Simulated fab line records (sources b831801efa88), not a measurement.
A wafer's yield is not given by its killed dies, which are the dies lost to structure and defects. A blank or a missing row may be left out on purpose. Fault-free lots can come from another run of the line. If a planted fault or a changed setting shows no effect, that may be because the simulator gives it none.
One fault through the eyes of 2 desks ; flow sky130 ; numbers are kept per desk, each desk with only its own; the story behind them comes last

AT THE METROLOGY DESK
Means of the sampled wafers that have a number, per lot and without regard to the tool the lot ran on: this is what the gauges read. The brackets show how far a lot's mean lies from the usual mean; more than 4 standard deviations puts the lot out of limits, marked OUT.
Columns: A = VIA1_BOW at SKY_VIA1_BOW_MEAS_03, usual 81 um; B = cd-nm at SKY_VIA1_CD_MEAS_12, usual 150.0 nm; C = VIA1_OVL at SKY_VIA1_OVL_MEAS_13, usual 1 nm
lot;first seen here;A;B;C
L677;day 32 13:04;82;150.9;-2
L682;day 34 20:49;75;151.4;9
L685;day 35 23:01;84;150.0;-3
L687;day 36 01:47;81;148.5;9
L691;day 38 10:05;73;148.8;-6
L694;day 38 11:31;83;149.8;2
This desk found nothing out of limits on any of the 6 lots.

THE TOOL OWNER'S DESK: rie-diel-03
The tool's own readings at SKY_VIA1_ETCH_14 (etches BARC in N2/H2, stops on SiO2, time 45.9 s, target depth 60 nm): means of the sampled wafers that have a number, for each lot that ran on this tool. The brackets show how far a lot's mean lies from the usual mean; more than 4 standard deviations puts the lot out of limits, marked OUT.
Columns: A = drypump-motor-current-A at SKY_VIA1_ETCH_14, usual 5.6 A; B = n2-flow-sccm at SKY_VIA1_ETCH_14, usual 100.00 sccm; C = oes-product-au at SKY_VIA1_ETCH_14, usual 0.854 a.u.; D = rf-fwd-power-W at SKY_VIA1_ETCH_14, usual 494.4 W; E = throttle-valve-pct at SKY_VIA1_ETCH_14, usual 13.226 %
lot;first seen here;A;B;C;D;E
L682;day 35 23:14;5.8;99.83;0.853;495.6;13.226
L685;day 37 01:56;5.7;100.02;0.855;497.5;13.218
L687;day 37 04:01;5.4;99.79;0.849;493.3;13.219
This desk found nothing out of limits on any of the 3 lots.

TAKEN TOGETHER
Metrology desk: nothing out of limits seen.
The desk of the tool owner found nothing out of limits.

WHAT THE SIMULATOR PUT IN
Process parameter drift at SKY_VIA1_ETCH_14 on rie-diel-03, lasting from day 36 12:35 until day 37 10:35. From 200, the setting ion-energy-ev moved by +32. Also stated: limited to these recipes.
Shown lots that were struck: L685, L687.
